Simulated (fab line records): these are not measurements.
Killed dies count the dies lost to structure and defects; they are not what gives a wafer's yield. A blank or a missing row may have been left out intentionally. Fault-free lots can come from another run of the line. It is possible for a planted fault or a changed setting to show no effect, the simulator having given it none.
Which tool was responsible? -- flow sky130 -- 11 lots with 33 wafers sampled at 2 steps, on a route of 708 steps

WHAT THE GAUGES READ, wafer by wafer
SKY_METAL5_RS_MEAS_05: uses a four-point probe to measure.
lot,measured,on,METAL5_ALCU_RS (ohm/sq)
L494,day 43 21:12,film-metro-03,0.0272 0.0271 0.0273
L495,day 44 01:56,film-metro-01,0.0265 0.0271 0.0268
L496,day 44 08:38,film-metro-01,0.0276 0.0279 0.0274
L497,day 44 20:11,film-metro-02,0.0274 0.0275 0.0276
L498,day 44 23:22,film-metro-02,0.0271 0.0271 0.0272
L499,day 45 07:54,film-metro-03,0.0271 0.0271 0.0273
L503,day 46 02:53,film-metro-02,0.0276 0.0277 0.0270
L507,day 46 21:45,film-metro-01,0.0273 0.0275 0.0274
L509,day 47 12:26,film-metro-02,0.0278 0.0278 0.0277
L511,day 48 02:41,film-metro-03,0.0271 0.0272 0.0274
L513,day 48 12:20,film-metro-03,0.0271 0.0266 0.0272

WHAT TOOL EACH LOT RAN ON (gives the tool, then ch and the chambers of the sampled wafers, and finally the start)
lot,SKY_METAL5_SPUTTER_04
L494,"pvd-sputter-03, day 43 21:08"
L495,"pvd-sputter-02, day 44 01:53"
L496,"pvd-sputter-01, day 44 08:34"
L497,"pvd-sputter-01, day 44 20:06"
L498,"pvd-sputter-03, day 44 23:19"
L499,"pvd-sputter-03, day 45 07:51"
L503,"pvd-sputter-02, day 46 02:50"
L507,"pvd-sputter-01, day 46 21:41"
L509,"pvd-sputter-01, day 47 12:22"
L511,"pvd-sputter-02, day 48 02:38"
L513,"pvd-sputter-01, day 48 12:16"
- SKY_METAL5_SPUTTER_04: material TiN, target thk 70 nm, time 58.3 s.

THE ANSWER, worked out from the rows above alone
Rule: usual is defined by the lots themselves. The widest of any qualifying gaps counts: lots, ordered by their means at a reading, are off when they make up no more than a third of the lots, leave a main group of 4 or more, and stand apart from it by 3 or more times the standard deviation of that group's means. A main group is skipped when, at the precision printed for the reading in the tables above, its means are all equal. A lot without any number at a reading at which 4 lots or more have one is off too. The other lots that the step has rows for count as sound.
Nothing can be told from this: no lot is off at any reading shown.

WHAT THE SIMULATOR PUT IN
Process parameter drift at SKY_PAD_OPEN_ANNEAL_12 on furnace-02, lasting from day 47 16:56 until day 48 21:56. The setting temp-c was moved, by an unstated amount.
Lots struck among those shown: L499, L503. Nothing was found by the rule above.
